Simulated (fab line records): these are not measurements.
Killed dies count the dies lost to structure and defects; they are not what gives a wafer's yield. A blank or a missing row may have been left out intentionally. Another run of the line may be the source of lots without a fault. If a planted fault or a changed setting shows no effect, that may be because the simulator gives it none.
Chamber matching + flow sky130 + SKY_CAPM_CVD_00 on pecvd-03: 3 sister chambers
The step deposits SiO2, target thk 15.5 nm. 6 wafers are shown with their chamber, then 7 later ones without.

## WAFERS WITH THEIR CHAMBER
| wafer  | chamber | heater-power-w (W) |
|--------|---------|--------------------|
| L862.1 | 2       | 634                |
| L862.4 | 2       | 632                |
| L868.3 | 1       | 592                |
| L868.6 | 0       | 628                |
| L870.2 | 0       | 721                |
| L870.3 | 1       | 622                |

## WAFERS MISSING THEIR CHAMBER
| wafer  | heater-power-w (W) |
|--------|--------------------|
| L870.6 | 692                |
| L873.2 | 609                |
| L873.3 | 730                |
| L873.5 | 720                |
| L879.1 | 673                |
| L879.4 | 667                |
| L879.5 | 723                |

## EACH ONE'S CHAMBER
| wafer  | from the rows above          | in truth |
|--------|------------------------------|----------|
| L870.6 | can't be placed: 0 or 2 or 1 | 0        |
| L873.2 | can't be placed: 1 or 2 or 0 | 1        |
| L873.3 | can't be placed: 0 or 2 or 1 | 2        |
| L873.5 | can't be placed: 0 or 2 or 1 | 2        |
| L879.1 | can't be placed: 0 or 2 or 1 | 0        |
| L879.4 | can't be placed: 0 or 2 or 1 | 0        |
| L879.5 | can't be placed: 0 or 2 or 1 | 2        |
Placed correctly: 0 of 7. Can't be placed from these rows: 7 (the true chamber is among the candidates in 7). 0 placed wrongly.
How it was worked out, from the rows above alone: a wafer's distance from a chamber is the root of the sum, over the readings, of the square of ((its reading less the chamber's mean) divided by the reading's scatter). If the next closest chamber is less than 2 further off than the closest, the wafer can't be placed; otherwise it belongs to the closest. For every chamber, the mean is computed from those of its wafers that are shown. The scatter: take each reading less its chamber's mean, square it, sum over the shown wafers, divide by the number of wafers less the number of chambers, and take the root.
